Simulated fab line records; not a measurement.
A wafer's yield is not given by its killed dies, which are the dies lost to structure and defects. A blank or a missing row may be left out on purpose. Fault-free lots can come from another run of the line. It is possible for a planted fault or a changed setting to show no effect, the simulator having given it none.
Which of the tools did it? | flow gf180mcu | Sampling: 11 lots, 33 wafers, 3 of 602 route steps

## WHAT EACH GAUGE READ, for each wafer
GF_NWELL_TW_MEAS_11.
lot  | measured    | on            | NWELL_TW
L410 | day 3 08:34 | film metro-01 | 1567 1564 1569
L412 | day 3 19:26 | film metro-04 | 1565 1570 1571
L415 | day 4 11:57 | film metro-01 | 1569 1563 1570
L416 | day 4 16:14 | film metro-03 | 1597 1599 1588
L419 | day 5 07:19 | film metro-04 | 1573 1571 1567
L420 | day 5 13:27 | film metro-03 | 1458 1459 1452
L421 | day 5 18:40 | film metro-01 | 1429 1437 1434
L427 | day 7 06:46 | film metro-01 | 1588 1568 1571
L428 | day 7 12:34 | film metro-04 | 1553 1554 1549
L430 | day 8 03:52 | film metro-01 | 1568 1570 1563
L433 | day 8 19:37 | film metro-03 | 1583 1586 1583

## TOOL THAT RAN EACH LOT (tool first, then ch and the chambers of the sampled wafers, then the start)
lot  | GF_STI_CMP_25                | GF_NWELL_IMPLANT_08
L410 | cmp-02 ch 0,1, day 2 05:04   | implanter-03 ch 0, day 3 08:10
L412 | cmp-02 ch 1,2,3, day 2 14:29 | implanter-01 ch 0, day 3 19:02
L415 | cmp-02 ch 1,2, day 3 07:01   | implanter-04 ch 0, day 4 11:34
L416 | cmp-02 ch 0,1,3, day 3 09:57 | implanter-04 ch 0, day 4 15:50
L419 | cmp-02 ch 1,2,3, day 4 01:24 | implanter-03 ch 0, day 5 06:55
L420 | cmp-01 ch 0,1,3, day 4 06:47 | implanter-03 ch 0, day 5 13:05
L421 | cmp-02 ch 0,1,2, day 4 11:36 | implanter-03 ch 0, day 5 18:16
L427 | cmp-02 ch 0,1,2, day 5 21:14 | implanter-01 ch 0, day 7 06:22
L428 | cmp-02 ch 0,1,2, day 6 02:41 | implanter-01 ch 0, day 7 12:13
L430 | cmp-02 ch 0,1,3, day 6 13:07 | implanter-01 ch 0, day 8 03:28
L433 | cmp-01 ch 0,2,3, day 7 07:24 | implanter-03 ch 0, day 8 19:13
- GF_STI_CMP_25: polishes, stops on Si3N4, t overpolish 33 s, target thk 524.6 nm.
- GF_NWELL_IMPLANT_08

## THE ANSWER, worked out from the rows above alone
Rule: the usual values come from the lots themselves. The widest of any qualifying gaps counts: lots, ordered by their means at a reading, are off when they make up no more than a third of the lots, leave a main group of 4 or more, and stand apart from it by 3 or more times the standard deviation of that group's means. The tables above print the reading to a certain number of digits; a main group whose means all agree to those digits is not used. Also off: a lot with no number at a reading for which 4 or more lots have one. Where the step has rows for the other lots, those lots are counted as sound.
Off: L420, L421, at GF_NWELL_TW_MEAS_11 (NWELL_TW). For the main group the mean is 1572 and the standard deviation 11.
If a tool, at a process step before that reading, ran all the lots that are off and no sound lot after the first of them, it fits. Gauges at GF_NWELL_TW_MEAS_11: tried the same way as those tools. Not one of the candidates tried fits.

## WHAT THE SIMULATOR PUT IN
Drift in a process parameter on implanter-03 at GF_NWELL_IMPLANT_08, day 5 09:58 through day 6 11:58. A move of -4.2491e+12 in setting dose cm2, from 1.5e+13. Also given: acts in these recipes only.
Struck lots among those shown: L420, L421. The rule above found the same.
